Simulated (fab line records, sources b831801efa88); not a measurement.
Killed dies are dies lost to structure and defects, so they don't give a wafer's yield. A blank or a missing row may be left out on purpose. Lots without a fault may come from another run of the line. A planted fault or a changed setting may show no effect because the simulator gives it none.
Which tool did it? | flow sky130 | 13 lots, 36 wafers sampled, at 5 steps of a route of 708

WHAT THE GAUGES READ, wafer by wafer
SKY_NWELL_RS_MEAS_29: measures by four-point-probe.
lot  | measured     | on            | NWELL_RS (ohm/sq)
L426 | day 6 05:48  | film_metro-04 | 625.2 625.8 624.5
L427 | day 6 22:38  | film_metro-03 | 620.5 621.2 620.1
L431 | day 7 22:08  | film_metro-02 | 625.9 625.0 625.3
L432 | day 7 22:24  | film_metro-04 | 623.4 625.0 623.3
L433 | day 8 06:10  | film_metro-02 | 623.1 623.7 622.8
L434 | day 8 04:50  | film_metro-02 | 623.1 624.9 625.7
L435 | day 8 10:32  | film_metro-02 | 623.5 623.0 623.6
L438 | day 8 15:17  | film_metro-03 | 622.6 622.7 621.9
L440 | day 9 02:07  | film_metro-04 | 620.4 627.4
L442 | day 9 20:32  | film_metro-03 | 625.6 625.4 627.3
L443 | day 10 02:42 | film_metro-04 | 617.6 617.4
L444 | day 10 05:40 | film_metro-03 | 617.3 617.7
L448 | day 11 05:44 | film_metro-03 | 624.9 623.8 624.2

SKY_VT_ADJUST_HVTP_OVL_MEAS_08.
lot  | measured     | on         | VT_ADJUST_HVTP_OVL (nm)
L426 | day 7 01:04  | overlay-01 | 1.3 -1.1 -0.6
L427 | day 7 19:37  | overlay-02 | 1.7 2.3 2.2
L431 | day 8 19:25  | overlay-01 | 0.8 1.6 1.4
L432 | day 8 19:28  | overlay-02 | 0.4 -0.8 -0.3
L433 | day 9 03:50  | overlay-02 | 1.0 2.7 0.8
L434 | day 9 01:59  | overlay-02 | -1.3 0.6 0.2
L435 | day 9 08:14  | overlay-01 | -0.8 0.4 -0.3
L438 | day 9 13:34  | overlay-01 | 0.3 0.7 0.9
L440 | day 10 00:27 | overlay-02 | -0.5 -0.6
L442 | day 10 19:20 | overlay-01 | -0.3 -1.6 -2.6
L443 | day 11 01:17 | overlay-02 | 0.9 0.6
L444 | day 11 04:38 | overlay-01 | 1.5 0.5
L448 | day 12 05:37 | overlay-01 | -0.1 -0.6 1.5

SKY_VT_ADJUST_HVTP_TW_MEAS_11.
lot  | measured     | on            | VT_ADJUST_HVTP_TW
L426 | day 7 01:21  | film_metro-03 | 1347 1352 1354
L427 | day 7 19:54  | film_metro-02 | 1357 1357 1361
L431 | day 8 19:42  | film_metro-03 | 1353 1350 1345
L432 | day 8 19:45  | film_metro-01 | 1363 1363 1366
L433 | day 9 04:16  | film_metro-03 | 1358 1355 1356
L434 | day 9 02:16  | film_metro-03 | 1365 1354 1353
L435 | day 9 08:31  | film_metro-02 | 1353 1353 1351
L438 | day 9 13:52  | film_metro-03 | 1355 1360 1353
L440 | day 10 00:45 | film_metro-01 | 1353 1363
L442 | day 10 19:38 | film_metro-03 | 1344 1349 1347
L443 | day 11 01:35 | film_metro-03 | 1355 1350
L444 | day 11 05:31 | film_metro-01 | 1373 1368
L448 | day 12 05:55 | film_metro-03 | 1345 1356 1349

WHICH TOOL RAN EACH LOT (tool, then ch and the chambers of the sampled wafers, then the start)
lot  | SKY_FIELD_ISO_ETCH_15             | SKY_NWELL_IMPLANT_12
L426 | rie_diel-04 ch 1,2,3, day 2 08:16 | implanter-03 ch 0, day 5 10:23
L427 | rie_diel-04 ch 2,3, day 2 21:01   | implanter-04 ch 0, day 6 01:59
L431 | rie_diel-04 ch 2,3, day 3 18:10   | implanter-01 ch 0, day 7 00:32
L432 | rie_diel-02 ch 0,1, day 3 20:40   | implanter-04 ch 0, day 7 00:53
L433 | rie_diel-02 ch 2,3, day 4 03:22   | implanter-01 ch 0, day 7 08:40
L434 | rie_diel-04 ch 0,2,3, day 4 03:43 | implanter-04 ch 0, day 7 07:47
L435 | rie_diel-02 ch 1,2,3, day 4 13:19 | implanter-03 ch 0, day 7 13:14
L438 | rie_diel-04 ch 1,2,3, day 4 23:22 | implanter-03 ch 0, day 7 18:17
L440 | rie_diel-03 ch 1,3, day 5 10:47   | implanter-04 ch 0, day 8 04:20
L442 | rie_diel-04 ch 0,2,3, day 5 23:52 | implanter-03 ch 0, day 8 21:59
L443 | rie_diel-03 ch 1,2, day 6 03:13   | implanter-04 ch 0, day 9 03:31
L444 | rie_diel-04 ch 0,2, day 6 07:37   | implanter-04 ch 0, day 9 06:49
L448 | rie_diel-03 ch 2,3, day 7 04:13   | implanter-03 ch 0, day 10 06:23
- SKY_FIELD_ISO_ETCH_15: etches the open film in CHF3/O2, stops on Si, target depth 180 nm, time 72 s.
- SKY_NWELL_IMPLANT_12

WHAT THE TOOLS THEMSELVES READ (means of the sampled wafers that have a number; where no wafer has one, the mark that the record gives instead)
SKY_FIELD_ISO_ETCH_15.
lot  | tool        | bias_w (W) | drypump_motor_current_A (A) | oes_product_au (a.u.) | throttle_valve_pct (%)
L426 | rie_diel-04 | 200.1      | 5.7                         | 0.958                 | 8.846
L427 | rie_diel-04 | 200.5      | 5.8                         | 0.945                 | 8.846
L431 | rie_diel-04 | 199.5      | 5.6                         | 0.941                 | 8.842
L432 | rie_diel-02 | 200.5      | 6.0                         | 0.940                 | 8.843
L433 | rie_diel-02 | 200.0      | 6.3                         | 0.944                 | 8.849
L434 | rie_diel-04 | 200.3      | 5.5                         | 0.947                 | 8.844
L435 | rie_diel-02 | 200.1      | 6.2                         | 0.944                 | 8.843
L438 | rie_diel-04 | 199.9      | 5.7                         | 0.959                 | 8.853
L440 | rie_diel-03 | 200.0      | 5.8                         | 0.962                 | 8.850
L442 | rie_diel-04 | 200.5      | 5.5                         | 0.952                 | 8.841
L443 | rie_diel-03 | 200.1      | 5.5                         | 0.953                 | 8.851
L444 | rie_diel-04 | 199.6      | 5.6                         | 0.951                 | 8.841
L448 | rie_diel-03 | 199.9      | 5.3                         | 0.945                 | 8.849

SKY_NWELL_IMPLANT_12.
lot  | tool         | beam_on_s (s) | faraday_current_uA
L426 | implanter-03 | 9.99          | 7.33
L427 | implanter-04 | 10.03         | 7.31
L431 | implanter-01 | 9.85          | 7.43
L432 | implanter-04 | 10.00         | 7.33
L433 | implanter-01 | 10.14         | 7.24
L434 | implanter-04 | 10.05         | 7.31
L435 | implanter-03 | 10.04         | 7.31
L438 | implanter-03 | 10.14         | 7.26
L440 | implanter-04 | 11.09         | 6.68
L442 | implanter-03 | 9.90          | 7.40
L443 | implanter-04 | 12.00         | 6.11
L444 | implanter-04 | 11.85         | 6.21
L448 | implanter-03 | 10.05         | 7.30

THE ANSWER, worked out from the rows above alone
Rule: what is usual is taken from the lots themselves. Put in order of their means at a reading, lots are off if they are a third of the lots or fewer, leave a main group of 4 or more, and stand apart from it by a gap of 3 or more times the standard deviation of the main group's means; of several such gaps the widest counts. A main group whose means are all the same, to the digits that the tables above print for the reading, isn't used. A lot without any number at a reading at which 4 lots or more have one is off too. The other lots that the step has rows for count as sound. The gauges are gone through in route order, then the tools' own readings, and for those a lot's mean is taken as printed above. The first step at which some lot is off is used, and at that step the reading that is off furthest; a lot without a number counts as furthest.
Off: L440, L443, L444, at SKY_NWELL_IMPLANT_12 (beam_on_s). The main group: mean 10.02 s, standard deviation 0.087.
A tool fits if, at that step or a process step before it, it ran every lot that is off, and no sound lot after the first of them. One fits: implanter-04 at SKY_NWELL_IMPLANT_12. Its last sound lot is L434 (day 7 07:47), its first lot that is off L440 (day 8 04:20): a fault that began between those two fits.
The tool's own readings at SKY_NWELL_IMPLANT_12 bear it out: on the lots that are off they differ by more than 5 times the standard deviation of the sound lots' means. beam_on_s reads 11.65 s there against 10.02 s on the sound lots; faraday_current_uA reads 6.33 there against 7.32 on the sound lots.

WHAT THE SIMULATOR HAD PUT IN
Process parameter drift: implanter-04, from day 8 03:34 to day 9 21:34, at SKY_NWELL_IMPLANT_12. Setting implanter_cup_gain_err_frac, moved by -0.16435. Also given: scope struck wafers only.
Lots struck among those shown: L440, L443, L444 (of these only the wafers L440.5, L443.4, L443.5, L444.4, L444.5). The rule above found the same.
